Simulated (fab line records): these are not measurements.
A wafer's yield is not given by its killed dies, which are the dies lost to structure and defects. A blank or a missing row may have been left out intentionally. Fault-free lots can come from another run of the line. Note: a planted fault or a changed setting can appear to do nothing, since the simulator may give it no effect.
fab line records | flow sky130
[record] lots = 5 | wafers = 15 | lastDay = 50
route steps=708 shown VIA1@473 METAL2@483 PAD_OPEN@708
lots that met no fault: from a run of the same line without faults
startH: hours from the record's opening day to when the first of the lot's shown wafers began | waitH: how many hours have passed since the lot's step before this one | " the same as in the row above | L1.1+2: a single row standing in for several wafers | - no value present, or no start provided | * or withheld: withheld | < > ~ a bound
route shown NAME@n: a module of which the file shows steps, and the number in the route of the first | usual: mean/standard deviation of fault-free wafers | same: alike in all rows | chamber/n: place in a boat | sites: the reading at each site | _std_site: their standard deviation | _edge_site: mean of outer sites minus mean of inner sites | radiusMm: for every site, how far away it sits from the centre of the wafer | mask NAME#n: copy n | behind: tool/chamber where the wafer was last shaped | hold: why the lot went on hold/how many hours it stayed there/how the hold came to an end | device: whichever transistor did not switch (one of n, p or np) | end of line: the same wafers' tests at the end of the route | a step with no rows: only its recipe | killed: at the first sort, the dies lost to defects and structure; wafer yield is something else | map: the dies of a wafer, with x for killed, . for not killed, _ for no die there
set.NAME: setting as actually run; set.NAME@STEP: the setting as run at that earlier step | model.NAME: the simulator's own value behind a step, which no gauge read
a table for each step, a row for each wafer; lots at some steps of the route
services: the hour from which a tool's chamber was out of use, counted from the record's first day as startH (under 0 if before that day), plus the number of hours and why
[[steps]]
[step SKY_VIA1_ETCH_15]
[recipe] target = SiO2 | chemistry = C4F8/O2/Ar | targetDepthNm = 351 | stopOn = TiN | maskMaterial = KrF-thick | sourceW = 1500 | biasW = 1200 | pressureMtorr = 40 | c4f8FlowSccm = withheld | O2_flow_sccm = 6 | Ar_flow_sccm = 300 | timeS = 54
[usual] oesProductAu = 0.981/0.0063
lot.wafer | tool       | chamber | startH | waitH | oesProductAu
L105.3    | rieDiel-03 | 2       | 785.32 | 0.0   | 0.989
L105.4    | "          | 1       | "      | "     | 0.976
L105.6    | "          | 0       | "      | "     | 0.984
L112.3    | rieDiel-03 | 0       | 843.64 | 0.0   | 0.974
L112.5    | "          | 2       | "      | "     | 0.988
L112.6    | "          | 1       | "      | "     | 0.988
L113.1    | rieDiel-04 | 3       | 863.86 | 0.0   | 0.981
L113.2    | "          | 2       | "      | "     | 0.991
L113.4    | "          | 1       | "      | "     | 0.981
L123.2    | rieDiel-04 | 2       | 954.47 | 0.0   | 0.992
L123.3    | "          | 0       | "      | "     | 0.980
L123.5    | "          | 0       | "      | "     | 0.978
L125.1    | rieDiel-03 | 1       | 954.54 | 0.0   | 0.979
L125.2    | "          | 3       | "      | "     | 0.983
L125.6    | "          | 3       | "      | "     | 0.982
[step SKY_VIA1_STRIP_16]
[recipe] chemistry = O2/N2 | powerW = 1400 | pressureMtorr = 1500 | platenTempC = withheld | o2FlowSccm = 3000 | n2FlowSccm = 300 | overashFraction = 0.5
[usual] drypumpMotorCurrentA = 5.7/0.42 | o2FlowSccm = 2999/8.8 | oesProductAu = 0.416/0.0048 | stripTimeToEndpointS = 4.461/0.02
lot.wafer | tool           | chamber | startH | waitH | drypumpMotorCurrentA | o2FlowSccm | oesProductAu | rfHoursCounterH | stripTimeToEndpointS
L105.3    | plasmaAsher-01 | 0       | 785.40 | 0.1   | 5.6                  | 3006       | 0.420        | -               | 4.442
L105.4    | "              | 1       | "      | "     | 4.8                  | 2990       | 0.424        | -               | 4.485
L105.6    | "              | 0       | "      | "     | 5.6                  | 2991       | 0.415        | -               | 4.457
L112.3    | plasmaAsher-01 | 0       | 843.72 | 0.1   | 5.6                  | 2987       | 0.410        | -               | 4.448
L112.5    | "              | 1       | "      | "     | 4.9                  | 3000       | 0.414        | -               | 4.449
L112.6    | "              | 0       | "      | "     | 5.6                  | 2998       | 0.412        | -               | 4.480
L113.1    | plasmaAsher-02 | 1       | 863.91 | 0.0   | 6.0                  | 2988       | 0.414        | 76              | 4.475
L113.2    | "              | 0       | "      | "     | 6.0                  | 2996       | 0.410        | 76              | 4.427
L113.4    | "              | 1       | "      | "     | 6.0                  | 2998       | 0.420        | -               | 4.443
L123.2    | plasmaAsher-02 | 0       | 954.52 | 0.0   | 6.0                  | 2987       | 0.420        | 85              | 4.483
L123.3    | "              | 1       | "      | "     | 6.0                  | 3003       | 0.406        | -               | 4.456
L123.5    | "              | 1       | "      | "     | 6.0                  | 2999       | 0.419        | -               | 4.500
L125.1    | plasmaAsher-01 | 1       | 954.58 | 0.0   | 4.9                  | 3005       | 0.418        | 19              | 4.498
L125.2    | "              | 0       | "      | "     | 5.6                  | 3000       | 0.420        | 19              | 4.497
L125.6    | "              | 1       | "      | "     | 4.9                  | 3000       | 0.422        | -               | 4.486
[step SKY_VIA1_STRIP_17]
[recipe] chemistry = postEtchResidueRemover | timeS = 1200 | tempC = 72.5
[step SKY_VIA1_CLEAN_18]
[recipe] chemistry = IPA | timeS = 180 | tempC = 25
[step SKY_VIA1_CLEAN_19]
[recipe] chemistry = O3/DIW | dry = n2Spin
[step SKY_VIA1_SPUTTER_20]
[recipe] material = TiN | targetThkNm = 20 | chamberPressurePa = 5 | powerW = 4000 | timeS = 80
[step SKY_VIA1_CVD_21]
[recipe] material = W | targetThkNm = 270 | timeS = 80.902 | tempC = 400 | pressureTorr = 40
[usual] heaterPowerW = 905/96
lot.wafer | tool    | chamber | startH | waitH | heaterPowerW | sinceWetCleanH
L105.3    | cvdW-02 | 0       | 786.05 | 0.1   | 742          | -
L105.4    | "       | 1       | "      | "     | 997          | -
L105.6    | "       | 0       | "      | "     | 756          | -
L112.3    | cvdW-01 | 0       | 844.48 | 0.1   | 867          | -
L112.5    | "       | 0       | "      | "     | 866          | -
L112.6    | "       | 1       | "      | "     | 1006         | -
L113.1    | cvdW-01 | 1       | 864.57 | 0.0   | 1005         | 461
L113.2    | "       | 0       | "      | "     | 875          | 461
L113.4    | "       | 0       | "      | "     | 860          | -
L123.2    | cvdW-01 | 1       | 955.17 | 0.0   | 1019         | 551
L123.3    | "       | 1       | "      | "     | 1001         | -
L123.5    | "       | 1       | "      | "     | 1002         | -
L125.1    | cvdW-02 | 1       | 955.35 | 0.0   | 887          | 37
L125.2    | "       | 0       | "      | "     | 724          | 37
L125.6    | "       | 0       | "      | "     | 742          | -
[step SKY_VIA1_RS_MEAS_22]
[recipe] thkMeasGauge = four-point-probe | reads = W_of_VIA1_CVD_21+TiN_of_VIA1_SPUTTER_20
[usual] VIA1_W_RS = 0.428/0.0043
lot.wafer | tool         | chamber | startH | waitH | VIA1_W_RS[ohm/sq]
L105.3    | filmMetro-02 | -       | 786.15 | 0.1   | 0.429
L105.4    | "            | -       | "      | "     | 0.436
L105.6    | "            | -       | "      | "     | 0.431
L112.3    | filmMetro-03 | -       | 844.58 | 0.1   | 0.430
L112.5    | "            | -       | "      | "     | 0.428
L112.6    | "            | -       | "      | "     | 0.421
L113.1    | filmMetro-03 | -       | 864.66 | 0.1   | 0.419
L113.2    | "            | -       | "      | "     | 0.428
L113.4    | "            | -       | "      | "     | 0.421
L123.2    | filmMetro-02 | -       | 955.29 | 0.1   | 0.425
L123.3    | "            | -       | "      | "     | 0.423
L123.5    | "            | -       | "      | "     | 0.423
L125.1    | filmMetro-03 | -       | 955.44 | 0.1   | 0.429
L125.2    | "            | -       | "      | "     | 0.427
L125.6    | "            | -       | "      | "     | 0.428
[step SKY_VIA1_THK_MEAS_23]
[recipe] thkMeasGauge = xrf | reads = W_of_VIA1_CVD_21
[usual] VIA1_W_THK = 276/3.9
lot.wafer | tool         | chamber | startH | waitH | VIA1_W_THK[nm]
L105.3    | filmMetro-02 | -       | 786.25 | 0.1   | 270
L105.4    | "            | -       | "      | "     | 267
L105.6    | "            | -       | "      | "     | 269
L112.3    | filmMetro-03 | -       | 844.68 | 0.1   | 274
L112.5    | "            | -       | "      | "     | 276
L112.6    | "            | -       | "      | "     | 282
L113.1    | filmMetro-03 | -       | 864.78 | 0.1   | 283
L113.2    | "            | -       | "      | "     | 275
L113.4    | "            | -       | "      | "     | 282
L123.2    | filmMetro-02 | -       | 955.40 | 0.1   | 273
L123.3    | "            | -       | "      | "     | 274
L123.5    | "            | -       | "      | "     | 276
L125.1    | filmMetro-03 | -       | 955.56 | 0.1   | 276
L125.2    | "            | -       | "      | "     | 278
L125.6    | "            | -       | "      | "     | 277
[step SKY_VIA1_CMP_24]
[recipe] stopOn = SiO2 | tOverpolishS = 15 | downForcePsi = 3.5 | platenRpm = 60 | targetThkNm = 0 | padVelocityMS = 0.94248
[usual] headPressurePsi = 3.499/0.0074 | motorCurrentA = 11.5/0.87 | overpolishRunS = 14.999/0.0089 | timeToEndpointS = 65/3.4
lot.wafer | tool   | chamber | startH | waitH | headPressurePsi | motorCurrentA | overpolishRunS | timeToEndpointS
L105.3    | cmp-02 | 2       | 786.29 | 0.0   | 3.500           | 13.3          | 15.008         | 64
L105.4    | "      | 3       | "      | "     | 3.498           | 11.4          | 14.993         | 62
L105.6    | "      | 3       | "      | "     | 3.498           | 12.0          | 14.982         | 62
L112.3    | cmp-01 | 0       | 844.87 | 0.2   | 3.499           | 11.6          | 14.994         | 67
L112.5    | "      | 1       | "      | "     | 3.503           | 10.6          | 14.997         | 64
L112.6    | "      | 2       | "      | "     | 3.499           | 10.4          | 15.005         | 66
L113.1    | cmp-01 | 1       | 864.84 | 0.1   | 3.508           | 11.3          | 15.004         | 64
L113.4    | "      | 3       | "      | "     | 3.498           | 10.9          | 14.989         | 64
L113.2    | "      | 0       | "      | "     | 3.508           | 12.0          | 15.005         | 67
L123.3    | cmp-01 | 2       | 955.57 | 0.2   | 3.498           | 10.5          | 15.000         | 67
L123.2    | "      | 3       | "      | "     | 3.512           | 11.0          | 15.004         | 67
L123.5    | "      | 1       | "      | "     | 3.503           | 10.7          | 14.996         | 63
L125.2    | cmp-02 | 1       | 955.64 | 0.1   | 3.499           | 11.2          | 14.994         | 68
L125.1    | "      | 3       | "      | "     | 3.511           | 12.0          | 15.013         | 58
L125.6    | "      | 2       | "      | "     | 3.499           | 13.1          | 14.994         | 62
[step SKY_METAL2_SPUTTER_00]
[recipe] material = Ti | targetThkNm = 15 | powerW = 3000 | timeS = 10 | chamberPressurePa = 0.4
[step SKY_METAL2_SPUTTER_01]
[recipe] material = TiN | targetThkNm = 20 | powerW = 6500 | timeS = 16.16 | chamberPressurePa = 0.4
[step SKY_METAL2_SPUTTER_02]
[recipe] material = AlCu | targetThkNm = 250 | powerW = 10600 | timeS = 13.3 | chamberPressurePa = 0.4
[usual] cathodeDcPowerW = 10600/1.9 | throttleValvePct = 30.3/1.4
lot.wafer | tool          | chamber | startH | waitH | cathodeDcPowerW | throttleValvePct | model.AlCu_of_METAL2_SPUTTER_02.thkNm
L105.3    | pvdSputter-02 | -       | 786.64 | 0.0   | 10600           | 31.5             | 250.7
L105.4    | "             | -       | "      | "     | 10602           | 31.2             | 249.1
L105.6    | "             | -       | "      | "     | 10597           | 31.9             | 250.5
L112.3    | pvdSputter-02 | -       | 845.07 | 0.0   | 10602           | 31.0             | 251.3
L112.5    | "             | -       | "      | "     | 10601           | 31.3             | 252.4
L112.6    | "             | -       | "      | "     | 10598           | 32.1             | 256.4
L113.1    | pvdSputter-02 | -       | 865.19 | 0.0   | 10599           | 28.7             | 285.3
L113.2    | "             | -       | "      | "     | 10602           | 31.3             | 243.2
L113.4    | "             | -       | "      | "     | 10599           | 31.5             | 249.8
L123.2    | pvdSputter-03 | -       | 955.82 | 0.0   | 10599           | 27.1             | 249.8
L123.3    | "             | -       | "      | "     | 10598           | 29.3             | 253
L123.5    | "             | -       | "      | "     | 10600           | 29.0             | 250.8
L125.1    | pvdSputter-02 | -       | 955.98 | 0.0   | 10601           | 31.3             | 247.1
L125.2    | "             | -       | "      | "     | 10600           | 28.4             | 252.2
L125.6    | "             | -       | "      | "     | 10598           | 31.8             | 254.2
[step SKY_METAL2_SPUTTER_03]
[recipe] material = Ti | targetThkNm = 5 | powerW = 3000 | timeS = 3.3 | chamberPressurePa = 0.4
[usual] cathodeDcPowerW = 3000.0/0.53 | throttleValvePct = 30.3/1.4
lot.wafer | tool          | chamber | startH | waitH | cathodeDcPowerW | throttleValvePct
L105.3    | pvdSputter-02 | -       | 786.67 | 0.0   | 2999.7          | 31.8
L105.4    | "             | -       | "      | "     | 3000.0          | 31.4
L105.6    | "             | -       | "      | "     | 2999.5          | 31.9
L112.3    | pvdSputter-02 | -       | 845.09 | 0.0   | 3001.0          | 31.1
L112.5    | "             | -       | "      | "     | 3000.6          | 31.1
L112.6    | "             | -       | "      | "     | 2999.9          | 32.0
L113.1    | pvdSputter-02 | -       | 865.21 | 0.0   | 3000.3          | 28.3
L113.2    | "             | -       | "      | "     | 2999.6          | 31.2
L113.4    | "             | -       | "      | "     | 3000.4          | 31.9
L123.2    | pvdSputter-03 | -       | 955.84 | 0.0   | 3000.3          | 27.3
L123.3    | "             | -       | "      | "     | 2999.5          | 29.6
L123.5    | "             | -       | "      | "     | 2999.9          | 29.0
L125.1    | pvdSputter-02 | -       | 956.01 | 0.0   | 2999.8          | 31.1
L125.2    | "             | -       | "      | "     | 2999.3          | 28.6
L125.6    | "             | -       | "      | "     | 2999.9          | 31.6
[step SKY_METAL2_SPUTTER_04]
[recipe] material = TiN | targetThkNm = 70 | powerW = 6500 | timeS = 58.3 | chamberPressurePa = 0.4
[step SKY_METAL2_RS_MEAS_05]
[recipe] thkMeasGauge = four-point-probe | reads = TiN_of_METAL2_SPUTTER_04+Ti_of_METAL2_SPUTTER_03+AlCu_of_METAL2_SPUTTER_02+TiN_of_METAL2_SPUTTER_01+Ti_of_METAL2_SPUTTER_00
[usual] METAL2_ALCU_RS = 0.1270/0.0016
lot.wafer | tool         | chamber | startH | waitH | hold                    | METAL2_ALCU_RS[ohm/sq]
L105.3    | filmMetro-02 | -       | 786.77 | 0.1   | -                       | 0.1268
L105.4    | "            | -       | "      | "     | -                       | 0.1276
L105.6    | "            | -       | "      | "     | -                       | 0.1268
L112.3    | filmMetro-01 | -       | 845.20 | 0.1   | -                       | 0.1258
L112.5    | "            | -       | "      | "     | -                       | 0.1252
L112.6    | "            | -       | "      | "     | -                       | 0.1232
L113.1    | filmMetro-04 | -       | 865.28 | 0.0   | awaitDispo/0.2h/release | 0.1106
L113.2    | "            | -       | "      | "     | awaitDispo/0.2h/release | 0.1307
L113.4    | "            | -       | "      | "     | awaitDispo/0.2h/release | 0.1271
L113.1    | filmMetro-04 | -       | 865.57 | 0.3   | -                       | 0.1106
L113.2    | "            | -       | "      | "     | -                       | 0.1307
L113.4    | "            | -       | "      | "     | -                       | 0.1271
L123.2    | filmMetro-01 | -       | 955.93 | 0.0   | -                       | 0.1268
L123.3    | "            | -       | "      | "     | -                       | 0.1249
L123.5    | "            | -       | "      | "     | -                       | 0.1262
L125.1    | filmMetro-04 | -       | 956.13 | 0.1   | -                       | 0.1286
L125.2    | "            | -       | "      | "     | -                       | 0.1259
L125.6    | "            | -       | "      | "     | -                       | 0.1250
[step SKY_METAL2_THK_MEAS_06]
[recipe] thkMeasGauge = xrf | reads = AlCu_of_METAL2_SPUTTER_02
[usual] METAL2_ALCU_THK = 250/3.2
lot.wafer | tool         | chamber | startH | waitH | hold                    | METAL2_ALCU_THK[nm]
L105.3    | filmMetro-02 | -       | 786.87 | 0.1   | -                       | 249
L105.4    | "            | -       | "      | "     | -                       | 250
L105.6    | "            | -       | "      | "     | -                       | 251
L112.3    | filmMetro-01 | -       | 845.30 | 0.1   | -                       | 248
L112.5    | "            | -       | "      | "     | -                       | 250
L112.6    | "            | -       | "      | "     | -                       | 257
L113.1    | filmMetro-04 | -       | 869.12 | 3.5   | awaitDispo/0.2h/release | 288
L113.2    | "            | -       | "      | "     | awaitDispo/0.2h/release | 245
L113.4    | "            | -       | "      | "     | awaitDispo/0.2h/release | 252
L113.1    | filmMetro-04 | -       | 869.35 | 0.2   | -                       | 286
L113.2    | "            | -       | "      | "     | -                       | 246
L113.4    | "            | -       | "      | "     | -                       | 251
L123.2    | filmMetro-01 | -       | 956.04 | 0.1   | -                       | 248
L123.3    | "            | -       | "      | "     | -                       | 250
L123.5    | "            | -       | "      | "     | -                       | 248
L125.1    | filmMetro-04 | -       | 956.25 | 0.1   | -                       | 249
L125.2    | "            | -       | "      | "     | -                       | 253
L125.6    | "            | -       | "      | "     | -                       | 256
[step SKY_PAD_OPEN_PROBE_99]
lot.wafer | tool      | chamber | startH  | waitH | model.etest.met2.lineOhmUm | model.etest.met2.rsOhmSq
L105.3    | prober-02 | -       | 1071.33 | 0.2   | 0.9562                     | 0.1279
L105.4    | prober-02 | -       | 1071.38 | 0.2   | 0.9563                     | 0.1292
L105.6    | prober-02 | -       | 1071.48 | 0.2   | 0.9333                     | 0.1283
L112.3    | prober-01 | -       | 1116.67 | 0.2   | 0.9202                     | 0.1268
L112.5    | prober-01 | -       | 1116.77 | 0.2   | 0.9077                     | 0.1261
L112.6    | prober-01 | -       | 1116.82 | 0.2   | 0.8961                     | 0.1251
L113.1    | prober-02 | -       | 1125.41 | 0.1   | 0.7653                     | 0.1119
L113.2    | prober-02 | -       | 1125.46 | 0.1   | 0.942                      | 0.1334
L113.4    | prober-02 | -       | 1125.56 | 0.2   | 0.8898                     | 0.1275
L123.2    | prober-01 | -       | 1193.64 | 0.1   | 0.9046                     | 0.1277
L123.3    | prober-01 | -       | 1193.69 | 0.2   | 0.8609                     | 0.1261
L123.5    | prober-01 | -       | 1193.79 | 0.2   | 0.8766                     | 0.1279
L125.1    | prober-01 | -       | 1195.09 | 0.1   | 0.9342                     | 0.1297
L125.2    | prober-01 | -       | 1195.14 | 0.1   | 0.9046                     | 0.128
L125.6    | prober-01 | -       | 1195.34 | 0.2   | 0.9344                     | 0.127
// killed by level:class
L105.3 CONTACT:geometricParticle:open=11 VIA2:geometricParticle:open=7 FIELD_ISO:geometricParticle:short=6 METAL1:geometricParticle:short=5 VIA3:geometricParticle:open=5 LI_CONTACT:geometricParticle:short=4 CONTACT:geometricParticle:short=4 VIA1:geometricParticle:open=4
L105.4 VIA1:geometricParticle:open=15 VIA1:geometricParticle:short=10 METAL1:geometricParticle:short=8 CONTACT:geometricParticle:open=7 LI_CONTACT:geometricParticle:open=6 CONTACT:geometricParticle:short=6 FIELD_ISO:geometricParticle:short=5 VIA3:geometricParticle:open=5
L105.6 VIA1:geometricParticle:open=15 VIA3:geometricParticle:open=12 CONTACT:geometricParticle:open=9 CONTACT:geometricParticle:short=6 FIELD_ISO:geometricParticle:open=5 FIELD_ISO:geometricParticle:short=5 METAL2:geometricParticle:short=5 METAL4:geometricParticle:short=4
L112.3 LI_CONTACT:geometricParticle:open=18 CONTACT:geometricParticle:open=11 FIELD_ISO:geometricParticle:open=7 VIA2:geometricParticle:open=6 SPACER:geometricParticle:open=5 VIA3:geometricParticle:open=5 VIA1:geometricParticle:short=5 METAL2:geometricParticle:short=5
L112.5 LI_CONTACT:geometricParticle:short=9 VIA1:geometricParticle:open=8 CONTACT:geometricParticle:open=8 VIA1:geometricParticle:short=8 METAL2:geometricParticle:short=8 POLY_GATE:geometricParticle:short=7 CONTACT:geometricParticle:short=7 VIA3:geometricParticle:short=7
L112.6 CONTACT:geometricParticle:open=11 VIA1:geometricParticle:open=10 LI_CONTACT:geometricParticle:open=10 VIA3:geometricParticle:open=6 FIELD_ISO:geometricParticle:open=4 POLY_GATE:geometricParticle:short=4 CONTACT:geometricParticle:short=4 VIA1:geometricParticle:short=4
L123.2 LI_CONTACT:geometricParticle:open=10 VIA3:geometricParticle:open=10 VIA1:geometricParticle:open=8 FIELD_ISO:geometricParticle:open=6 CONTACT:geometricParticle:open=6 METAL1:geometricParticle:short=6 METAL3:geometricParticle:short=6 LI_CONTACT:geometricParticle:short=5
L123.3 VIA1:geometricParticle:open=9 POLY_GATE:geometricParticle:open=6 CONTACT:geometricParticle:open=6 METAL1:geometricParticle:short=6 VIA3:geometricParticle:open=5 LI_CONTACT:geometricParticle:open=4 VIA2:geometricParticle:short=4 VIA2:geometricParticle:open=4
L123.5 VIA3:geometricParticle:open=9 VIA1:geometricParticle:open=8 LI_CONTACT:geometricParticle:open=6 CONTACT:geometricParticle:open=5 METAL1:geometricParticle:short=5 VIA2:geometricParticle:open=5 FIELD_ISO:geometricParticle:open=4 SPACER:geometricParticle:short=4
L125.1 VIA1:geometricParticle:open=12 VIA2:geometricParticle:open=10 VIA1:geometricParticle:short=8 LOCAL_INTERCONNECT:geometricParticle:short=6 CONTACT:geometricParticle:open=6 METAL4:geometricParticle:short=6 VIA3:geometricParticle:open=5 POLY_GATE:geometricParticle:open=5
L125.2 VIA1:geometricParticle:open=17 METAL1:geometricParticle:short=10 LI_CONTACT:geometricParticle:open=8 POLY_GATE:geometricParticle:short=5 VIA1:geometricParticle:short=5 METAL2:geometricParticle:short=5 LI_CONTACT:geometricParticle:short=4 VIA2:geometricParticle:open=4
L125.6 LI_CONTACT:geometricParticle:open=8 VIA1:geometricParticle:open=7 CONTACT:geometricParticle:short=6 METAL1:geometricParticle:short=5 VIA1:geometricParticle:short=5 METAL3:geometricParticle:short=5 LI_CONTACT:geometricParticle:short=4 CONTACT:geometricParticle:open=4
[[services]]
tool           | chamber | startH | hours | kind
cmp-01         | -       | 786.59 | 7.0   | pm
cmp-01         | -       | 799.33 | 0.7   | repair
cmp-01         | -       | 804.46 | 1.1   | repair
plasmaAsher-01 | -       | 807.45 | 15.6  | pm
cvdW-02        | -       | 810.86 | 0.5   | repair
rieDiel-04     | 2       | 831.20 | 14.3  | repair
cmp-02         | -       | 832.09 | 5.0   | repair
plasmaAsher-01 | -       | 834.36 | 1.3   | repair
cmp-01         | -       | 835.17 | 0.3   | repair
pvdSputter-03  | 0       | 839.94 | -     | consumableReplace:kit
pvdSputter-03  | 0       | 839.94 | 18.0  | scheduledDown
pvdSputter-03  | 0       | 839.94 | 18.0  | ventCycle
cvdW-01        | -       | 845.12 | 2.8   | pm
pvdSputter-02  | -       | 866.25 | 1.1   | repair
rieDiel-03     | 1       | 869.69 | 19.0  | repair
pvdSputter-02  | 0       | 877.44 | -     | consumableReplace:kit
pvdSputter-02  | 0       | 877.44 | 18.0  | scheduledDown
pvdSputter-02  | 0       | 877.44 | 18.0  | ventCycle
cvdW-02        | -       | 904.00 | 14.0  | pm
cvdW-02        | 0       | 904.00 | 14.0  | ventCycle
pvdSputter-03  | -       | 907.18 | 6.7   | repair
cmp-02         | -       | 912.17 | 4.0   | pm
cmp-01         | -       | 934.40 | 6.5   | repair
cmp-01         | -       | 935.63 | 0.3   | repair
[[key]]
[firstSign] step = SKY_METAL2_RS_MEAS_05 | reading = visit | direction = added
[effect] step = SKY_METAL2_RS_MEAS_05 | reading = METAL2_ALCU_RS | direction = down | sigmas = 10 | usual = 0.1270 | struck = 0.1106
[effect] step = SKY_METAL2_THK_MEAS_06 | reading = visit | direction = added
[effect] step = SKY_METAL2_THK_MEAS_06 | reading = METAL2_ALCU_THK | direction = up | sigmas = 12 | usual = 250 | struck = 288
[modelEffect] step = SKY_METAL2_SPUTTER_02 | value = AlCu_of_METAL2_SPUTTER_02.thkNm | without = 248.6 | struck = 285.3
[modelEffect] step = SKY_PAD_OPEN_PROBE_99 | value = etest.met2.lineOhmUm | without = 0.8822 | struck = 0.7653
metAt SKY_METAL2_SPUTTER_02
struckWafers L113.1
sortLeftOut L113.1
[fault] kind = processParameterDrift | tool = pvdSputter-02 | chamber = - | onsetH = 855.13 | steps = SKY_METAL2_SPUTTER_02 | channel = targetThkNm | offset = 36.689 | shape = step | endH = 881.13 | actsIn = theseRecipesOnly | stated = 250 | scope = struckWafersOnly
// sortLeftOut: the simulated sort isn't trusted on such a fault, so these wafers' sort isn't shown, and their yield isn't known
